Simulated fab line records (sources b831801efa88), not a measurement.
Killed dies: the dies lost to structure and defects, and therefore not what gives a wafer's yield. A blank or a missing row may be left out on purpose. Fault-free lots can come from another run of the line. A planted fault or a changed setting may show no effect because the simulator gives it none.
A lot that was struck, set against a sound lot	flow sky130	26 out of 708 route steps
Sound: wafers L157.1, L157.2, L157.5. Struck: wafer L167.6. (L167.3 of the same lot was not struck and is left out.) The cause comes at the end.
Per side, at each step with rows, come the tool, then ch with its chambers, and then its first start. Under that, the readings that differ: sound wafers	struck wafers	difference of the means	sigmas: that difference in standard deviations of wafers without a fault.
alike: same words and numbers on both sides, and readings whose means sit less than 2 such deviations apart. not compared: any withheld reading, any reading some wafer has no value for, any bound like >300 that may hide the same value, and any number with overlapping values for which the record gives no deviation.
A row with sigmas, a row that says differs or no value, or rows on one side alone: a step with any of these is where the two part. When numbers do not overlap yet have no deviation, they are printed without sigmas and do not part them. A reading that every wafer of one side lacks parts them only if that side has two wafers or more.

first, 2 steps without rows for these wafers: SKY_RES_PROTECT_DEVELOP_06 (develop time 60 s); SKY_POLY_GATE_IMPLANT_02.
SKY_RES_PROTECT_STRIP_07: strips in O2/N2.
  sound on plasmaAsher-04 ch 0,1, day 17 22:01; struck on plasmaAsher-04 ch 0, day 21 14:44
  alike: drypumpMotorCurrentA, o2FlowSccm, oesProductAu, stripTimeToEndpointS
  not compared: rfHoursCounterH
SKY_RES_PROTECT_TW_MEAS_08:
  sound on filmMetro-03, day 17 22:07; struck on filmMetro-03, day 21 14:49
  alike: POLY_GATE_TW
then, 2 steps without rows for these wafers: SKY_RES_PROTECT_CLEAN_09 (cleans in SC1/SC2, time 150 s); SKY_POLY_GATE_CVD_03 (deposits Si3N4 from DCS/NH3, target thk 75 nm, time 1290 s).
SKY_POLY_GATE_THK_MEAS_04:
  sound on filmMetro-03, day 17 23:36; struck on filmMetro-03, day 21 16:17
  alike: POLY_GATE_CVD_03_THK
then, 5 steps without rows for these wafers: SKY_POLY_GATE_DEHYDRATE_05 (time 60 s); SKY_POLY_GATE_HMDS_06 (prime time 60 s); SKY_POLY_GATE_COAT_07 (resist thk 110 nm); SKY_POLY_GATE_COAT_08 (resist thk 450 nm); SKY_POLY_GATE_SOFTBAKE_09 (time 90 s).
SKY_POLY_GATE_EXPOSE_10: exposes mask P1M, target cd 150 nm.
  sound on krfScanner-02 ch 0, day 18 14:53; struck on krfScanner-01 ch 0, day 22 07:50
  alike: mask
then, 2 steps without rows for these wafers: SKY_POLY_GATE_PEB_11; SKY_POLY_GATE_DEVELOP_12 (develop time 60 s).
SKY_POLY_GATE_CD_MEAS_13: target cd 150 nm.
  sound on cdSem-01, day 19 05:35; struck on cdSem-01, day 22 22:40
reading	sound	struck	difference	sigmas
cdNm (nm)	150.1 149.7 150.1	114.2	-35.8	-33
SKY_POLY_GATE_OVL_MEAS_14:
  sound on overlay-02, day 19 05:42; struck on overlay-01, day 22 22:46
  alike: POLY_GATE_OVL
SKY_POLY_GATE_ETCH_15: etches BARC in N2/H2, stops on SiO2, time 118.5 s, target depth 110 nm.
  sound on rieDiel-02 ch 0,2,3, day 19 05:44; struck on rieDiel-04 ch 2, day 22 22:47
reading	sound	struck	difference	sigmas
throttleValvePct (%)	13.218 13.208 13.222	13.193	-0.023	-2
model.POLY_GATE.cdNm (nm)	149.1 150.6 151.7	113.5	-37.0	
  alike: biasW, drypumpMotorCurrentA, h2FlowSccm, oesProductAu, rfFwdPowerW
  not compared: rfHoursCounterH
SKY_POLY_GATE_ETCH_16: etches Si3N4 in CH3F/O2, stops on poly-Si, time 147.5 s, target depth 75 nm.
  sound on rieDiel-02 ch 0,2,3, day 19 05:49; struck on rieDiel-04 ch 2, day 22 22:52
  alike: O2_flow_sccm, biasW, drypumpMotorCurrentA, oesProductAu, rfFwdPowerW, throttleValvePct
  not compared: rfHoursCounterH
SKY_POLY_GATE_ETCH_17: etches poly-Si in HBr/Cl2, stops on SiO2, target depth 180 nm, time 70.5 s.
  sound on rieSi-01 ch 0,1,3, day 19 05:55; struck on rieSi-01 ch 3, day 22 22:58
reading	sound	struck	difference	sigmas
rfFwdPowerW (W)	400.9 395.6 395.9	393.1	-4.4	-2
model.POLY_GATE.cdNm (nm)	149.4 151.2 151.3	113.4	-37.2	
  alike: biasW, drypumpMotorCurrentA, heBacksideLeakSccm, mfcCl2Sccm, oesProductAu, throttleValvePct
  not compared: rfHoursCounterH
SKY_POLY_GATE_STRIP_18: strips in O2/N2.
  sound on plasmaAsher-01 ch 0,1, day 19 05:58; struck on plasmaAsher-01 ch 1, day 22 23:04
  alike: drypumpMotorCurrentA, o2FlowSccm, oesProductAu, stripTimeToEndpointS
  not compared: rfHoursCounterH
then, 2 steps without rows for these wafers: SKY_POLY_GATE_CLEAN_19 (cleans in SC1/SC2, time 150 s); SKY_POLY_GATE_OXIDATION_20 (stabilise 600 s, purge 300 s, target thk 4 nm).
SKY_POLY_GATE_CD_MEAS_22:
  sound on cdSem-01, day 19 08:02; struck on cdSem-01, day 23 01:31
reading	sound	struck	difference	sigmas
cdNm (nm)	149.3 151.0 151.4	113.3	-37.3	-25
then, 1 step without rows for these wafers: SKY_LDD_N_DEHYDRATE_00 (time 60 s).
-- a jump in the record: the struck wafers' starts before and after are 27 days apart (it breaks off in module LDD_N and resumes in module PAD_OPEN, where the first step shown is number 708 of the route) --
SKY_PAD_OPEN_PROBE_99:
  sound on prober-02, day 48 01:05; struck on prober-02, day 50 01:19
reading	sound	struck	difference	sigmas
killedAtFrontEnd	24 19 11	417	+399	+87
killedDies	75 79 71	478	+403	+41
killedOnRim	12 21 13	85	+70	+18
  alike: killed_at_M0_to_M3, killed_at_M4_up, killedAtContacts, killedAtOther, killedOpen, killedShort

## WHERE THEY PART
Earliest at SKY_POLY_GATE_CD_MEAS_13; latest, in this record, at SKY_PAD_OPEN_PROBE_99.

WHY: the cause the simulator had injected
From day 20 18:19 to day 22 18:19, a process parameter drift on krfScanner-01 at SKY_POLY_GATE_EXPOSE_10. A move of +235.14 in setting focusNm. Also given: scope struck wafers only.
